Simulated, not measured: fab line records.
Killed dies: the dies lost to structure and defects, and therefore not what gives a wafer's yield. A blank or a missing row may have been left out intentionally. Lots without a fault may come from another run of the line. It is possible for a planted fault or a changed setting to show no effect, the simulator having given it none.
Which tool did it?    flow sky130    12 lots, 35 wafers sampled, at 5 steps of a route of 708

## WHAT EACH GAUGE READ, for each wafer
SKY_VIA2_OVL_MEAS_13.
lot   measured      on          VIA2_OVL (nm)
L684  day 36 09:52  overlay-01  -6 -10 -5
L685  day 36 17:54  overlay-02  0 0 0
L686  day 36 21:13  overlay-02  1 -1 -6
L690  day 38 08:38  overlay-02  -8 -2 -1
L691  day 38 19:21  overlay-01  -1 -8 2
L692  day 39 04:42  overlay-01  -3 -2 -6
L694  day 39 13:34  overlay-01  3 1 1
L695  day 39 19:30  overlay-01  -6 5 -3
L699  day 40 20:26  overlay-02  7 6 4
L700  day 41 07:30  overlay-02  -7 -6
L706  day 42 20:02  overlay-02  -2 5 4
L707  day 43 01:30  overlay-01  -3 2 0

SKY_METAL3_OVL_MEAS_14.
lot   measured      on          METAL3_OVL (nm)
L684  day 38 15:56  overlay-01  0 4 8
L685  day 38 22:58  overlay-02  7 8 3
L686  day 39 02:49  overlay-01  -3 -3 -5
L690  day 40 14:17  overlay-02  2 -6 -2
L691  day 40 23:56  overlay-02  0 -2 2
L692  day 41 07:52  overlay-01  4 3 13
L694  day 41 18:34  overlay-01  0 6 1
L695  day 42 00:06  overlay-01  4 5 2
L699  day 43 00:14  overlay-01  -4 -3 -2
L700  day 43 09:24  overlay-01  0 6
L706  day 44 18:53  overlay-01  5 8 9
L707  day 45 00:35  overlay-01  -1 -3 2

SKY_CAP2M_THK_MEAS_01.
lot   measured      on             CAP2M_CVD_00_THK (nm)
L684  day 39 19:50  film_metro-01  15.4 15.0 15.2
L685  day 40 03:29  film_metro-03  15.7 16.0 15.7
L686  day 40 07:38  film_metro-04  15.3 15.4 15.5
L690  day 41 19:11  film_metro-03  15.6 15.4 15.9
L691  day 42 03:44  film_metro-04  15.6 15.2 15.4
L692  day 42 11:30  film_metro-04  15.1 14.9 15.3
L694  day 42 22:02  film_metro-01  15.7 15.5 15.9
L695  day 43 03:02  film_metro-03  15.0 15.4 15.3
L699  day 44 02:47  film_metro-03  15.7 15.3 6.7
L700  day 44 12:13  film_metro-03  15.2 6.4
L706  day 45 19:19  film_metro-01  15.7 15.9 16.0
L707  day 46 01:29  film_metro-01  15.7 15.8 15.9

SKY_CAP2M_THK_MEAS_04: measures by xrf.
lot   measured      on             CAP2M_TIN_THK (nm)
L684  day 39 20:08  film_metro-04  202.9 201.5 199.7
L685  day 40 03:47  film_metro-03  202.7 200.3 200.0
L686  day 40 07:55  film_metro-04  200.1 200.2 204.2
L690  day 41 19:29  film_metro-04  200.8 202.6 201.9
L691  day 42 04:01  film_metro-03  202.8 199.2 201.7
L692  day 42 11:47  film_metro-04  201.9 204.8 204.2
L694  day 42 22:20  film_metro-03  199.7 198.4 197.7
L695  day 43 03:20  film_metro-03  200.6 199.7 200.8
L699  day 44 03:04  film_metro-04  202.8 201.1 201.6
L700  day 44 12:30  film_metro-04  201.8 199.6
L706  day 45 19:37  film_metro-04  206.2 202.2 203.1
L707  day 46 01:46  film_metro-04  207.9 206.9 206.7

## TOOL THAT RAN EACH LOT (tool first, then ch and the chambers of the sampled wafers, then the start)
lot   SKY_CAP2M_CVD_00
L684  pecvd-02 ch 0,2, day 39 19:49
L685  pecvd-01 ch 0,1,2, day 40 03:27
L686  pecvd-04 ch 0,2, day 40 07:35
L690  pecvd-01 ch 0,1, day 41 19:10
L691  pecvd-02 ch 1,2, day 42 03:42
L692  pecvd-02 ch 1,2, day 42 11:28
L694  pecvd-04 ch 1,2, day 42 22:00
L695  pecvd-02 ch 0,2, day 43 03:01
L699  pecvd-02 ch 1,2, day 44 02:45
L700  pecvd-02 ch 0,2, day 44 12:10
L706  pecvd-01 ch 0,1, day 45 19:17
L707  pecvd-01 ch 1,2, day 46 01:28
- SKY_CAP2M_CVD_00: deposits SiO2, target thk 15.5 nm.

## AS READ BY THE TOOLS THEMSELVES (means over the sampled wafers that have a number; for cases with no such wafer, the mark the record gives instead)
SKY_CAP2M_CVD_00.
lot   tool      heater_power_w (W)
L684  pecvd-02  654
L685  pecvd-01  664
L686  pecvd-04  853
L690  pecvd-01  719
L691  pecvd-02  627
L692  pecvd-02  741
L694  pecvd-04  719
L695  pecvd-02  691
L699  pecvd-02  631
L700  pecvd-02  686
L706  pecvd-01  659
L707  pecvd-01  663

## THE ANSWER, worked out from the rows above alone
Rule: the usual values come from the lots themselves. Put in order of their means at a reading, lots are off if they are a third of the lots or fewer, leave a main group of 4 or more, and stand apart from it by a gap of 3 or more times the standard deviation of the main group's means; of several such gaps the widest counts. If all means in a main group match to the digits the tables above print for the reading, that group is not used. Also off: a lot with no number at a reading for which 4 or more lots have one. Where the step has rows for the other lots, those lots are counted as sound. Order of review: gauges by route order, followed by the tools' own readings, for which a lot's mean as printed above is used. The first step at which some lot is off is used, and at that step the reading that is off furthest; a lot without a number counts as furthest.
Off: L699, L700, at SKY_CAP2M_THK_MEAS_01 (CAP2M_CVD_00_THK). The main group: mean 15.5 nm, standard deviation 0.27.
A tool fits if, at a process step before that reading, it ran every lot that is off, and no sound lot after the first of them. Gauges at SKY_CAP2M_THK_MEAS_01: tried the same way as those tools. Undecided on this evidence; 2 tools fit (pecvd-02 at SKY_CAP2M_CVD_00, film_metro-03 at SKY_CAP2M_THK_MEAS_01).

## WHAT HAD BEEN PUT IN BY THE SIMULATOR
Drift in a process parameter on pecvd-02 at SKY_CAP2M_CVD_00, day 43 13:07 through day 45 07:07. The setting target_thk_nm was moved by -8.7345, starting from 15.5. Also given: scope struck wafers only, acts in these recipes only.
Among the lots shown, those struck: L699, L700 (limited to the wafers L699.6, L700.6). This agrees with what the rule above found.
